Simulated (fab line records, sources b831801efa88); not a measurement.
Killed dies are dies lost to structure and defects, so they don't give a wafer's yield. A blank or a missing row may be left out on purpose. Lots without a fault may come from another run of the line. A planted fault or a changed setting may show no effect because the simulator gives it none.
Which tool did it? | flow gf180mcu | 12 lots, 36 wafers sampled, at 5 steps of a route of 602

WHAT THE GAUGES READ, wafer by wafer
GF_V1_RS_MEAS_24: measures by four-point-probe. Usual: V1_W_RS 0.3252 ohm/sq, standard deviation 0.003.
lot  | measured     | on            | V1_W_RS (ohm/sq)     | flag
L776 | day 18 10:03 | film_metro-01 | 0.3246 0.3244 0.3205 |
L777 | day 18 19:28 | film_metro-02 | 0.3229 0.3259 0.3233 |
L778 | day 19 07:23 | film_metro-04 | 0.3256 0.3251 0.3303 |
L780 | day 20 03:43 | film_metro-04 | 0.3259 0.3276 0.3249 |
L781 | day 20 11:25 | film_metro-01 | 0.3232 0.3257 0.3226 |
L783 | day 21 02:45 | film_metro-01 | 0.3271 0.3270 0.3277 |
L784 | day 21 10:59 | film_metro-01 | 0.3311 0.3289 0.3299 |
L787 | day 22 13:43 | film_metro-01 | 0.3232 0.3208 0.3232 |
L790 | day 23 14:26 | film_metro-04 | 0.3339 0.3270 0.3283 |
L793 | day 24 16:05 | film_metro-01 | 0.3266 0.3290 0.3290 |
L796 | day 25 16:39 | film_metro-02 | 0.3249 0.3259 0.3235 |
L795 | day 25 18:58 | film_metro-04 | 0.3219 0.3205 0.3238 |

GF_V3_THK_MEAS_03. Usual: V3_CVD_02_THK 849 nm, standard deviation 11.
lot  | measured     | on            | V3_CVD_02_THK (nm)      | flag
L776 | day 21 17:06 | film_metro-01 | 836 830 845             |
L777 | day 22 00:21 | film_metro-01 | 848 860 863             |
L778 | day 22 11:10 | film_metro-02 | 837 847 860             |
L780 | day 23 07:33 | film_metro-02 | 841 843 841             |
L781 | day 23 13:58 | film_metro-04 | 854 861 853             |
L783 | day 24 04:11 | film_metro-02 | 845 841 863             |
L784 | day 24 11:25 | film_metro-01 | 844 841 837             |
L787 | day 25 14:39 | film_metro-01 | 841 852 850             |
L790 | day 26 12:10 | film_metro-04 | 856 855 864             |
L793 | day 27 11:32 | film_metro-02 | 837 896 884 836 895 884 |
L796 | day 28 10:04 | film_metro-02 | 854 845 868             |
L795 | day 28 11:37 | film_metro-02 | 836 857 853             |

WHICH TOOL RAN EACH LOT (tool, then ch and the chambers of the sampled wafers, then the start)
lot  | GF_CONTACT_SPUTTER_22        | GF_M2_SPUTTER_02             | GF_V3_CVD_02
L776 | pvd_sputter-02, day 16 09:44 | pvd_sputter-01, day 18 10:40 | pecvd-03 ch 0,1, day 21 17:02
L777 | pvd_sputter-04, day 16 16:44 | pvd_sputter-03, day 18 20:03 | pecvd-03 ch 1,2, day 22 00:16
L778 | pvd_sputter-01, day 17 04:02 | pvd_sputter-01, day 19 07:59 | pecvd-03 ch 0,1, day 22 11:06
L780 | pvd_sputter-02, day 17 22:39 | pvd_sputter-03, day 20 04:20 | pecvd-02 ch 1,2, day 23 07:29
L781 | pvd_sputter-01, day 18 06:47 | pvd_sputter-01, day 20 12:01 | pecvd-03 ch 0,1, day 23 13:53
L783 | pvd_sputter-04, day 18 22:40 | pvd_sputter-03, day 21 03:22 | pecvd-03 ch 1,2, day 24 04:07
L784 | pvd_sputter-04, day 19 07:17 | pvd_sputter-03, day 21 11:35 | pecvd-02 ch 0,1,2, day 24 11:21
L787 | pvd_sputter-01, day 20 11:22 | pvd_sputter-01, day 22 14:20 | pecvd-03 ch 0,1,2, day 25 14:35
L790 | pvd_sputter-04, day 21 12:38 | pvd_sputter-04, day 23 15:04 | pecvd-01 ch 0,1, day 26 12:06
L793 | pvd_sputter-04, day 22 15:36 | pvd_sputter-03, day 24 16:40 | pecvd-03 ch 0,1,2, day 27 11:27
L796 | pvd_sputter-04, day 23 17:26 | pvd_sputter-04, day 25 17:16 | pecvd-02 ch 0,2, day 28 10:00
L795 | pvd_sputter-02, day 23 19:50 | pvd_sputter-03, day 25 19:34 | pecvd-01 ch 0,1, day 28 11:33
- GF_CONTACT_SPUTTER_22: material Ti, target thk 15 nm, time 80.02 s.
- GF_M2_SPUTTER_02: material AlCu, target thk 450 nm, time 23.9 s.
- GF_V3_CVD_02: deposits SiO2 from TEOS, target thk 850 nm, time 94.851 s.

WHAT THE TOOLS THEMSELVES READ (means of the sampled wafers that have a number; where no wafer has one, the mark that the record gives instead)
GF_CONTACT_SPUTTER_22. Usual: throttle_valve_pct 30.0 %, standard deviation 1.5.
lot  | tool           | throttle_valve_pct (%) | flag
L776 | pvd_sputter-02 | 30.9                   |
L777 | pvd_sputter-04 | 29.1                   |
L778 | pvd_sputter-01 | 30.2                   |
L780 | pvd_sputter-02 | 30.5                   |
L781 | pvd_sputter-01 | 29.7                   |
L783 | pvd_sputter-04 | 29.9                   |
L784 | pvd_sputter-04 | 30.1                   |
L787 | pvd_sputter-01 | 29.2                   |
L790 | pvd_sputter-04 | 29.8                   |
L793 | pvd_sputter-04 | 31.1                   |
L796 | pvd_sputter-04 | 29.7                   |
L795 | pvd_sputter-02 | 30.5                   |

GF_M2_SPUTTER_02. Usual: throttle_valve_pct 29.5 %, standard deviation 0.95.
lot  | tool           | throttle_valve_pct (%) | flag
L776 | pvd_sputter-01 | 29.9                   |
L777 | pvd_sputter-03 | 29.6                   |
L778 | pvd_sputter-01 | 30.2                   |
L780 | pvd_sputter-03 | 30.0                   |
L781 | pvd_sputter-01 | 29.7                   |
L783 | pvd_sputter-03 | 28.7                   |
L784 | pvd_sputter-03 | 29.5                   |
L787 | pvd_sputter-01 | 29.0                   |
L790 | pvd_sputter-04 | 29.9                   |
L793 | pvd_sputter-03 | 29.8                   |
L796 | pvd_sputter-04 | 29.7                   |
L795 | pvd_sputter-03 | 29.4                   |

GF_V3_CVD_02. Usual: heater_power_w 644 W, standard deviation 110.
lot  | tool     | heater_power_w (W) | flag
L776 | pecvd-03 | 705                |
L777 | pecvd-03 | 661                |
L778 | pecvd-03 | 630                |
L780 | pecvd-02 | 553                |
L781 | pecvd-03 | 657                |
L783 | pecvd-03 | 638                |
L784 | pecvd-02 | 564                |
L787 | pecvd-03 | 654                |
L790 | pecvd-01 | 887                |
L793 | pecvd-03 | 589                |
L796 | pecvd-02 | 523                |
L795 | pecvd-01 | 840                |

THE ANSWER, worked out from the rows above alone
Rule: a lot is off if the mean of its wafers that have a number lies more than 3 standard deviations from the usual mean. A lot without any number at a reading at which 4 lots or more have one is off too. The other lots that the step has rows for count as sound. The gauges are gone through in route order, then the tools' own readings, and for those a lot's mean is taken as printed above. The first step at which some lot is off is used, and at that step the reading that is off furthest; a lot without a number counts as furthest.
No lot is off at any reading shown: from this, nothing can be told.

WHAT THE SIMULATOR HAD PUT IN
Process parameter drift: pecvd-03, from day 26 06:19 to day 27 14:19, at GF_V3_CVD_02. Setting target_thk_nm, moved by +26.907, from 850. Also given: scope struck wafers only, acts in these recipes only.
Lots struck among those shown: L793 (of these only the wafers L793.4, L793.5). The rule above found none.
